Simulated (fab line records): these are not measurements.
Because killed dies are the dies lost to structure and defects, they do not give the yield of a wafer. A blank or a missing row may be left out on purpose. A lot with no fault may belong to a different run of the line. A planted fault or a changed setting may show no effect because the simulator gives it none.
What tool caused it? / flow gf180mcu / 72 wafers from 24 lots sampled at 5 of the route's 602 steps

== WHAT THE GAUGES SHOWED, per wafer ==
GF_V4_BOW_MEAS_05.
lot=L074; measured=day 23 06:49; on=film_metro-04; V4_BOW (um)=135 141 139
lot=L075; measured=day 23 20:31; on=film_metro-02; V4_BOW (um)=138 139 127
lot=L076; measured=day 24 03:59; on=film_metro-02; V4_BOW (um)=138 136 129
lot=L077; measured=day 24 10:04; on=film_metro-04; V4_BOW (um)=129 145 141
lot=L078; measured=day 24 13:52; on=film_metro-04; V4_BOW (um)=124 116 123
lot=L079; measured=day 25 08:07; on=film_metro-03; V4_BOW (um)=134 126 137
lot=L080; measured=day 25 11:43; on=film_metro-04; V4_BOW (um)=142 138 146
lot=L081; measured=day 25 19:53; on=film_metro-03; V4_BOW (um)=136 141 134
lot=L082; measured=day 26 06:10; on=film_metro-04; V4_BOW (um)=139 124 123
lot=L083; measured=day 26 15:52; on=film_metro-04; V4_BOW (um)=131 134 133
lot=L084; measured=day 26 22:18; on=film_metro-03; V4_BOW (um)=117 135 123
lot=L085; measured=day 27 07:42; on=film_metro-04; V4_BOW (um)=130 138 145
lot=L086; measured=day 27 11:26; on=film_metro-02; V4_BOW (um)=137 129 137
lot=L087; measured=day 28 02:14; on=film_metro-03; V4_BOW (um)=130 135 149
lot=L088; measured=day 28 09:26; on=film_metro-03; V4_BOW (um)=127 125 119
lot=L089; measured=day 28 14:28; on=film_metro-03; V4_BOW (um)=127 134 135
lot=L090; measured=day 28 18:46; on=film_metro-02; V4_BOW (um)=136 141 134
lot=L091; measured=day 29 04:15; on=film_metro-02; V4_BOW (um)=136 138 141
lot=L092; measured=day 29 13:32; on=film_metro-04; V4_BOW (um)=144 130 128
lot=L093; measured=day 29 17:59; on=film_metro-02; V4_BOW (um)=135 127 140
lot=L094; measured=day 30 03:10; on=film_metro-03; V4_BOW (um)=121 126 114
lot=L095; measured=day 30 04:28; on=film_metro-03; V4_BOW (um)=131 119 122
lot=L096; measured=day 30 07:02; on=film_metro-03; V4_BOW (um)=123 131 123
lot=L097; measured=day 30 12:38; on=film_metro-02; V4_BOW (um)=132 128 130

GF_V4_OVL_MEAS_15.
lot=L074; measured=day 24 05:24; on=overlay-01; V4_OVL (nm)=-4 -2 -5
lot=L075; measured=day 24 18:49; on=overlay-01; V4_OVL (nm)=-1 7 1
lot=L076; measured=day 25 02:23; on=overlay-01; V4_OVL (nm)=-6 -6 -5
lot=L077; measured=day 25 07:47; on=overlay-01; V4_OVL (nm)=0 3 2
lot=L078; measured=day 25 11:49; on=overlay-01; V4_OVL (nm)=7 -5 -2
lot=L079; measured=day 26 04:59; on=overlay-01; V4_OVL (nm)=0 -9 -4
lot=L080; measured=day 26 09:06; on=overlay-02; V4_OVL (nm)=-2 -7 -5
lot=L081; measured=day 26 16:58; on=overlay-01; V4_OVL (nm)=-2 7 4
lot=L082; measured=day 27 02:51; on=overlay-01; V4_OVL (nm)=-6 -7 -5
lot=L083; measured=day 27 11:55; on=overlay-01; V4_OVL (nm)=-3 2 -3
lot=L084; measured=day 27 18:14; on=overlay-01; V4_OVL (nm)=0 0 0
lot=L085; measured=day 28 03:19; on=overlay-02; V4_OVL (nm)=-4 0 1
lot=L086; measured=day 28 07:42; on=overlay-02; V4_OVL (nm)=2 0 2
lot=L087; measured=day 28 21:51; on=overlay-02; V4_OVL (nm)=-8 -6 -9
lot=L088; measured=day 29 04:53; on=overlay-02; V4_OVL (nm)=-5 -2 4
lot=L089; measured=day 29 09:58; on=overlay-02; V4_OVL (nm)=-1 1 -4
lot=L090; measured=day 29 13:59; on=overlay-01; V4_OVL (nm)=0 -3 -3
lot=L091; measured=day 29 23:22; on=overlay-02; V4_OVL (nm)=-1 4 -5
lot=L092; measured=day 30 08:13; on=overlay-02; V4_OVL (nm)=-4 3 -2
lot=L093; measured=day 30 12:40; on=overlay-01; V4_OVL (nm)=0 6 -5
lot=L094; measured=day 30 21:58; on=overlay-01; V4_OVL (nm)=6 0 -1
lot=L095; measured=day 30 22:49; on=overlay-01; V4_OVL (nm)=8 0 12
lot=L096; measured=day 31 01:17; on=overlay-02; V4_OVL (nm)=-4 2 -3
lot=L097; measured=day 31 06:11; on=overlay-01; V4_OVL (nm)=10 9 9

== WHICH TOOL RAN EACH LOT (tool, then ch and the chambers of the sampled wafers, then the start) ==
lot=L074; GF_V3_SPUTTER_21=pvd_sputter-03, day 22 04:28; GF_V3_SPUTTER_22=pvd_sputter-03, day 22 04:32; GF_V4_CMP_04=cmp-02 ch 0,3, day 23 06:31
lot=L075; GF_V3_SPUTTER_21=pvd_sputter-03, day 22 19:11; GF_V3_SPUTTER_22=pvd_sputter-03, day 22 19:15; GF_V4_CMP_04=cmp-02 ch 1,2,3, day 23 20:18
lot=L076; GF_V3_SPUTTER_21=pvd_sputter-02, day 23 02:20; GF_V3_SPUTTER_22=pvd_sputter-02, day 23 02:24; GF_V4_CMP_04=cmp-01 ch 0,2, day 24 03:44
lot=L077; GF_V3_SPUTTER_21=pvd_sputter-02, day 23 09:13; GF_V3_SPUTTER_22=pvd_sputter-02, day 23 09:16; GF_V4_CMP_04=cmp-02 ch 1,2,3, day 24 09:49
lot=L078; GF_V3_SPUTTER_21=pvd_sputter-01, day 23 13:29; GF_V3_SPUTTER_22=pvd_sputter-01, day 23 13:33; GF_V4_CMP_04=cmp-01 ch 0,1, day 24 13:32
lot=L079; GF_V3_SPUTTER_21=pvd_sputter-02, day 24 08:09; GF_V3_SPUTTER_22=pvd_sputter-02, day 24 08:13; GF_V4_CMP_04=cmp-01 ch 1,2,3, day 25 07:49
lot=L080; GF_V3_SPUTTER_21=pvd_sputter-02, day 24 11:05; GF_V3_SPUTTER_22=pvd_sputter-02, day 24 11:09; GF_V4_CMP_04=cmp-01 ch 0,2,3, day 25 11:25
lot=L081; GF_V3_SPUTTER_21=pvd_sputter-02, day 24 20:16; GF_V3_SPUTTER_22=pvd_sputter-02, day 24 20:19; GF_V4_CMP_04=cmp-02 ch 0,1,2, day 25 19:38
lot=L082; GF_V3_SPUTTER_21=pvd_sputter-02, day 25 06:16; GF_V3_SPUTTER_22=pvd_sputter-02, day 25 06:19; GF_V4_CMP_04=cmp-02 ch 2,3, day 26 05:55
lot=L083; GF_V3_SPUTTER_21=pvd_sputter-01, day 25 14:45; GF_V3_SPUTTER_22=pvd_sputter-01, day 25 14:49; GF_V4_CMP_04=cmp-01 ch 0,2,3, day 26 15:38
lot=L084; GF_V3_SPUTTER_21=pvd_sputter-01, day 25 23:23; GF_V3_SPUTTER_22=pvd_sputter-01, day 25 23:27; GF_V4_CMP_04=cmp-02 ch 0,2, day 26 22:02
lot=L085; GF_V3_SPUTTER_21=pvd_sputter-02, day 26 09:09; GF_V3_SPUTTER_22=pvd_sputter-02, day 26 09:13; GF_V4_CMP_04=cmp-02 ch 1,3, day 27 07:27
lot=L086; GF_V3_SPUTTER_21=pvd_sputter-03, day 26 12:02; GF_V3_SPUTTER_22=pvd_sputter-03, day 26 12:06; GF_V4_CMP_04=cmp-02 ch 0,1,3, day 27 11:08
lot=L087; GF_V3_SPUTTER_21=pvd_sputter-02, day 27 03:59; GF_V3_SPUTTER_22=pvd_sputter-02, day 27 04:03; GF_V4_CMP_04=cmp-02 ch 1,2, day 28 01:59
lot=L088; GF_V3_SPUTTER_21=pvd_sputter-03, day 27 11:24; GF_V3_SPUTTER_22=pvd_sputter-03, day 27 11:28; GF_V4_CMP_04=cmp-01 ch 0,1,2, day 28 09:08
lot=L089; GF_V3_SPUTTER_21=pvd_sputter-02, day 27 17:07; GF_V3_SPUTTER_22=pvd_sputter-02, day 27 17:11; GF_V4_CMP_04=cmp-02 ch 1,2,3, day 28 14:11
lot=L090; GF_V3_SPUTTER_21=pvd_sputter-03, day 27 20:50; GF_V3_SPUTTER_22=pvd_sputter-03, day 27 20:53; GF_V4_CMP_04=cmp-01 ch 1,2,3, day 28 18:26
lot=L091; GF_V3_SPUTTER_21=pvd_sputter-03, day 28 06:34; GF_V3_SPUTTER_22=pvd_sputter-03, day 28 06:37; GF_V4_CMP_04=cmp-01 ch 0,1,2, day 29 03:58
lot=L092; GF_V3_SPUTTER_21=pvd_sputter-03, day 28 15:42; GF_V3_SPUTTER_22=pvd_sputter-03, day 28 15:46; GF_V4_CMP_04=cmp-02 ch 1,2,3, day 29 13:13
lot=L093; GF_V3_SPUTTER_21=pvd_sputter-02, day 28 20:48; GF_V3_SPUTTER_22=pvd_sputter-02, day 28 20:52; GF_V4_CMP_04=cmp-01 ch 0,1,3, day 29 17:47
lot=L094; GF_V3_SPUTTER_21=pvd_sputter-03, day 29 06:01; GF_V3_SPUTTER_22=pvd_sputter-03, day 29 06:04; GF_V4_CMP_04=cmp-01 ch 0,2, day 30 02:55
lot=L095; GF_V3_SPUTTER_21=pvd_sputter-01, day 29 07:28; GF_V3_SPUTTER_22=pvd_sputter-01, day 29 07:31; GF_V4_CMP_04=cmp-02 ch 1,2, day 30 04:09
lot=L096; GF_V3_SPUTTER_21=pvd_sputter-03, day 29 10:05; GF_V3_SPUTTER_22=pvd_sputter-03, day 29 10:08; GF_V4_CMP_04=cmp-02 ch 0,1,3, day 30 06:50
lot=L097; GF_V3_SPUTTER_21=pvd_sputter-03, day 29 16:09; GF_V3_SPUTTER_22=pvd_sputter-03, day 29 16:13; GF_V4_CMP_04=cmp-02 ch 0,1,3, day 30 12:20
- GF_V3_SPUTTER_21: material Ti, target thk 15 nm, time 80.02 s.
- GF_V3_SPUTTER_22: material TiN, target thk 10 nm, time 40 s.
- GF_V4_CMP_04: polishes SiO2.

== WHAT THE TOOLS THEMSELVES READ (means of the sampled wafers that have a number; where no wafer has one, the mark that the record gives instead) ==
GF_V3_SPUTTER_21.
lot=L074; tool=pvd_sputter-03; throttle_valve_pct (%)=30.8
lot=L075; tool=pvd_sputter-03; throttle_valve_pct (%)=29.7
lot=L076; tool=pvd_sputter-02; throttle_valve_pct (%)=29.8
lot=L077; tool=pvd_sputter-02; throttle_valve_pct (%)=29.9
lot=L078; tool=pvd_sputter-01; throttle_valve_pct (%)=31.1
lot=L079; tool=pvd_sputter-02; throttle_valve_pct (%)=29.4
lot=L080; tool=pvd_sputter-02; throttle_valve_pct (%)=30.1
lot=L081; tool=pvd_sputter-02; throttle_valve_pct (%)=29.7
lot=L082; tool=pvd_sputter-02; throttle_valve_pct (%)=29.7
lot=L083; tool=pvd_sputter-01; throttle_valve_pct (%)=30.6
lot=L084; tool=pvd_sputter-01; throttle_valve_pct (%)=31.6
lot=L085; tool=pvd_sputter-02; throttle_valve_pct (%)=30.0
lot=L086; tool=pvd_sputter-03; throttle_valve_pct (%)=30.4
lot=L087; tool=pvd_sputter-02; throttle_valve_pct (%)=29.8
lot=L088; tool=pvd_sputter-03; throttle_valve_pct (%)=30.5
lot=L089; tool=pvd_sputter-02; throttle_valve_pct (%)=29.5
lot=L090; tool=pvd_sputter-03; throttle_valve_pct (%)=30.6
lot=L091; tool=pvd_sputter-03; throttle_valve_pct (%)=29.2
lot=L092; tool=pvd_sputter-03; throttle_valve_pct (%)=30.4
lot=L093; tool=pvd_sputter-02; throttle_valve_pct (%)=29.9
lot=L094; tool=pvd_sputter-03; throttle_valve_pct (%)=29.4
lot=L095; tool=pvd_sputter-01; throttle_valve_pct (%)=30.8
lot=L096; tool=pvd_sputter-03; throttle_valve_pct (%)=30.3
lot=L097; tool=pvd_sputter-03; throttle_valve_pct (%)=29.7

GF_V3_SPUTTER_22.
lot=L074; tool=pvd_sputter-03; throttle_valve_pct (%)=30.9
lot=L075; tool=pvd_sputter-03; throttle_valve_pct (%)=29.6
lot=L076; tool=pvd_sputter-02; throttle_valve_pct (%)=29.9
lot=L077; tool=pvd_sputter-02; throttle_valve_pct (%)=29.8
lot=L078; tool=pvd_sputter-01; throttle_valve_pct (%)=31.1
lot=L079; tool=pvd_sputter-02; throttle_valve_pct (%)=29.6
lot=L080; tool=pvd_sputter-02; throttle_valve_pct (%)=29.9
lot=L081; tool=pvd_sputter-02; throttle_valve_pct (%)=29.6
lot=L082; tool=pvd_sputter-02; throttle_valve_pct (%)=29.7
lot=L083; tool=pvd_sputter-01; throttle_valve_pct (%)=30.8
lot=L084; tool=pvd_sputter-01; throttle_valve_pct (%)=31.5
lot=L085; tool=pvd_sputter-02; throttle_valve_pct (%)=30.0
lot=L086; tool=pvd_sputter-03; throttle_valve_pct (%)=30.4
lot=L087; tool=pvd_sputter-02; throttle_valve_pct (%)=29.8
lot=L088; tool=pvd_sputter-03; throttle_valve_pct (%)=30.3
lot=L089; tool=pvd_sputter-02; throttle_valve_pct (%)=29.6
lot=L090; tool=pvd_sputter-03; throttle_valve_pct (%)=30.5
lot=L091; tool=pvd_sputter-03; throttle_valve_pct (%)=29.4
lot=L092; tool=pvd_sputter-03; throttle_valve_pct (%)=30.5
lot=L093; tool=pvd_sputter-02; throttle_valve_pct (%)=29.8
lot=L094; tool=pvd_sputter-03; throttle_valve_pct (%)=29.5
lot=L095; tool=pvd_sputter-01; throttle_valve_pct (%)=30.8
lot=L096; tool=pvd_sputter-03; throttle_valve_pct (%)=30.4
lot=L097; tool=pvd_sputter-03; throttle_valve_pct (%)=29.5

GF_V4_CMP_04.
lot=L074; tool=cmp-02; motor_current_A (A)=11.8; slurry_filter_dp_kPa (kPa)=13.55; time_to_endpoint_s (s)=81
lot=L075; tool=cmp-02; motor_current_A (A)=11.3; slurry_filter_dp_kPa (kPa)=13.53; time_to_endpoint_s (s)=74
lot=L076; tool=cmp-01; motor_current_A (A)=11.4; slurry_filter_dp_kPa (kPa)=13.57; time_to_endpoint_s (s)=82
lot=L077; tool=cmp-02; motor_current_A (A)=11.3; slurry_filter_dp_kPa (kPa)=13.62; time_to_endpoint_s (s)=73
lot=L078; tool=cmp-01; motor_current_A (A)=11.8; slurry_filter_dp_kPa (kPa)=13.45; time_to_endpoint_s (s)=79
lot=L079; tool=cmp-01; motor_current_A (A)=12.4; slurry_filter_dp_kPa (kPa)=13.65; time_to_endpoint_s (s)=78
lot=L080; tool=cmp-01; motor_current_A (A)=12.2; slurry_filter_dp_kPa (kPa)=13.47; time_to_endpoint_s (s)=83
lot=L081; tool=cmp-02; motor_current_A (A)=12.2; slurry_filter_dp_kPa (kPa)=13.62; time_to_endpoint_s (s)=75
lot=L082; tool=cmp-02; motor_current_A (A)=10.3; slurry_filter_dp_kPa (kPa)=13.49; time_to_endpoint_s (s)=79
lot=L083; tool=cmp-01; motor_current_A (A)=12.0; slurry_filter_dp_kPa (kPa)=13.59; time_to_endpoint_s (s)=81
lot=L084; tool=cmp-02; motor_current_A (A)=11.1; slurry_filter_dp_kPa (kPa)=13.45; time_to_endpoint_s (s)=81
lot=L085; tool=cmp-02; motor_current_A (A)=11.7; slurry_filter_dp_kPa (kPa)=13.57; time_to_endpoint_s (s)=70
lot=L086; tool=cmp-02; motor_current_A (A)=12.0; slurry_filter_dp_kPa (kPa)=13.65; time_to_endpoint_s (s)=81
lot=L087; tool=cmp-02; motor_current_A (A)=11.6; slurry_filter_dp_kPa (kPa)=13.44; time_to_endpoint_s (s)=72
lot=L088; tool=cmp-01; motor_current_A (A)=11.9; slurry_filter_dp_kPa (kPa)=13.45; time_to_endpoint_s (s)=75
lot=L089; tool=cmp-02; motor_current_A (A)=11.5; slurry_filter_dp_kPa (kPa)=13.62; time_to_endpoint_s (s)=77
lot=L090; tool=cmp-01; motor_current_A (A)=12.1; slurry_filter_dp_kPa (kPa)=13.57; time_to_endpoint_s (s)=70
lot=L091; tool=cmp-01; motor_current_A (A)=11.8; slurry_filter_dp_kPa (kPa)=13.33; time_to_endpoint_s (s)=76
lot=L092; tool=cmp-02; motor_current_A (A)=11.1; slurry_filter_dp_kPa (kPa)=13.45; time_to_endpoint_s (s)=73
lot=L093; tool=cmp-01; motor_current_A (A)=11.9; slurry_filter_dp_kPa (kPa)=13.58; time_to_endpoint_s (s)=73
lot=L094; tool=cmp-01; motor_current_A (A)=10.9; slurry_filter_dp_kPa (kPa)=13.46; time_to_endpoint_s (s)=77
lot=L095; tool=cmp-02; motor_current_A (A)=11.2; slurry_filter_dp_kPa (kPa)=13.57; time_to_endpoint_s (s)=72
lot=L096; tool=cmp-02; motor_current_A (A)=12.1; slurry_filter_dp_kPa (kPa)=13.44; time_to_endpoint_s (s)=79
lot=L097; tool=cmp-02; motor_current_A (A)=11.9; slurry_filter_dp_kPa (kPa)=13.49; time_to_endpoint_s (s)=77

== THE ANSWER, worked out from the rows above alone ==
Rule: usual is defined by the lots themselves. Put in order of their means at a reading, lots are off if they are a third of the lots or fewer, leave a main group of 4 or more, and stand apart from it by a gap of 3 or more times the standard deviation of the main group's means; of several such gaps the widest counts. The tables above print the reading to a certain number of digits; a main group whose means all agree to those digits is not used. A lot without any number at a reading at which 4 lots or more have one is off too. Any other lot the step has rows for is counted as sound. After the gauges, taken in route order, come the tools' own readings; for these a lot's mean is taken, as printed above. At the first step where some lot is off, the reading lying furthest off is the one used; lots without a number count as furthest.
No lot is off at any reading shown: from this, nothing can be told.

== WHAT HAD BEEN PUT IN BY THE SIMULATOR ==
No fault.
